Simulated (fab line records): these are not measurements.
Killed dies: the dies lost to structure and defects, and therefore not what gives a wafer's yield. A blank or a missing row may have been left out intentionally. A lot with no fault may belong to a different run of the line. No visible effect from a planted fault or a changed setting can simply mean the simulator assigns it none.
Commonality check across tools	flow gf180mcu	Sampled: 14 lots, 42 wafers

WHY IT WAS OPENED
Flagged at GF_M2_CD_MEAS_14: reading cd_nm, on 2 of 14 lots. Fault-free wafers read 279.7 nm, with a standard deviation of 1.1.
Rule: a lot gets a flag if all its wafers with a number sit over 4 standard deviations from that mean, or if no wafer of it has a number. The rest of the lots are taken to be sound.

lot	measured	on	cd_nm (nm), wafer by wafer	flag
L712	day 19 19:31	cd_sem-02	281.0 281.3 281.8	
L714	day 20 18:06	cd_sem-01	279.1 279.0 278.5	
L715	day 20 23:26	cd_sem-02	279.6 280.9 279.8	
L716	day 21 21:55	cd_sem-02	280.3 282.2 281.5	
L717	day 21 22:52	cd_sem-01	279.2 279.7 280.7	
L718	day 22 02:05	cd_sem-01	279.4 281.0 280.2	
L719	day 22 07:07	cd_sem-02	280.7 280.8 279.9	
L720	day 22 12:41	cd_sem-01	279.2 279.8 279.5	
L721	day 22 16:53	cd_sem-02	278.9 278.8 279.6	
L722	day 23 06:52	cd_sem-02	279.9 280.7 279.4	
L725	day 24 05:19	cd_sem-02	248.8 248.6 248.2	FLAGGED
L727	day 24 22:57	cd_sem-01	248.1 246.7 248.2	FLAGGED
L733	day 26 16:24	cd_sem-01	280.4 280.7 279.9	
L734	day 27 04:38	cd_sem-01	280.0 281.3 279.6	
The mean of the flagged lots' numbers is 248.1 nm, -31.6 nm from the usual (-29 standard deviations).

TOOL THAT RAN EACH LOT
2 process steps preceding the reading are held in the record, out of 602 steps in the route. Cell contents, in order: the tool; ch with the chambers the sampled wafers went through; the start.
lot	flag	GF_V1_ETCH_16	GF_M2_SOFTBAKE_10
L712		rie_diel-01 ch 1,2,3, day 18 18:01	litho_track-02 ch 0, day 19 06:52
L714		rie_diel-01 ch 1,2,3, day 19 16:46	litho_track-01 ch 0, day 20 05:48
L715		rie_diel-04 ch 0,1,3, day 19 21:11	litho_track-01 ch 0, day 20 10:44
L716		rie_diel-04 ch 1,3, day 20 20:14	litho_track-01 ch 0, day 21 09:48
L717		rie_diel-01 ch 0,1,2, day 20 21:19	litho_track-01 ch 0, day 21 10:24
L718		rie_diel-02 ch 0,1,2, day 21 01:13	litho_track-04 ch 0, day 21 14:24
L719		rie_diel-02 ch 0,2,3, day 21 05:44	litho_track-04 ch 0, day 21 19:42
L720		rie_diel-04 ch 0,2,3, day 21 11:43	litho_track-01 ch 0, day 22 01:00
L721		rie_diel-04 ch 0,3, day 21 15:28	litho_track-01 ch 0, day 22 05:08
L722		rie_diel-01 ch 0,1,3, day 22 05:38	litho_track-01 ch 0, day 22 19:05
L725	FLAGGED	rie_diel-01 ch 1,3, day 23 05:46	litho_track-01 ch 0, day 23 18:02
L727	FLAGGED	rie_diel-01 ch 0,3, day 23 23:16	litho_track-01 ch 0, day 24 11:21
L733		rie_diel-04 ch 0,1,3, day 25 17:22	litho_track-02 ch 0, day 26 06:16
L734		rie_diel-04 ch 1,2,3, day 26 05:19	litho_track-02 ch 0, day 26 18:02
What the steps here do:
- GF_V1_ETCH_16: etches BARC in N2/H2.
- GF_M2_SOFTBAKE_10: time 60 s.
- GF_M2_CD_MEAS_14: target cd 280 nm.

FLAGGED AGAINST TOTAL, ONE TOOL AT A TIME (gauges that did the reading follow at the end)
step	tool	lots run	flagged	share of the flagged lots	sound lots run after its first flagged lot
GF_V1_ETCH_16	rie_diel-01	6	2	all	0
GF_V1_ETCH_16	rie_diel-02	2	0	none	-
GF_V1_ETCH_16	rie_diel-04	6	0	none	-
GF_M2_SOFTBAKE_10	litho_track-01	9	2	all	0
GF_M2_SOFTBAKE_10	litho_track-02	3	0	none	-
GF_M2_SOFTBAKE_10	litho_track-04	2	0	none	-
GF_M2_CD_MEAS_14	cd_sem-01	7	1	some	2 (L733,L734)
GF_M2_CD_MEAS_14	cd_sem-02	7	1	some	0

WHAT THE TABLE PERMITS
Every flagged lot went through 2 rows of the table: rie_diel-01 at GF_V1_ETCH_16 and litho_track-01 at GF_M2_SOFTBAKE_10.
- rie_diel-01 at GF_V1_ETCH_16: 2 of its 6 lots flagged. Its last sound lot is L722 (day 22 05:38), its first flagged lot L725 (day 23 05:46): a fault that began between those two fits.
- litho_track-01 at GF_M2_SOFTBAKE_10: 2 of its 9 lots flagged. Its last sound lot is L722 (day 22 19:05), its first flagged lot L725 (day 23 18:02): a fault that began between those two fits. Its own readings (heater_power_total_W, plate_temp_C) fall more than 4 standard deviations out on all wafers of the flagged lots.
These 2 tools cannot be told apart by counting lots, since each of them fits a fault that started at some hour. More lots, or a look at what each step does to the wafer, might.

WHAT HAD BEEN PUT IN BY THE SIMULATOR
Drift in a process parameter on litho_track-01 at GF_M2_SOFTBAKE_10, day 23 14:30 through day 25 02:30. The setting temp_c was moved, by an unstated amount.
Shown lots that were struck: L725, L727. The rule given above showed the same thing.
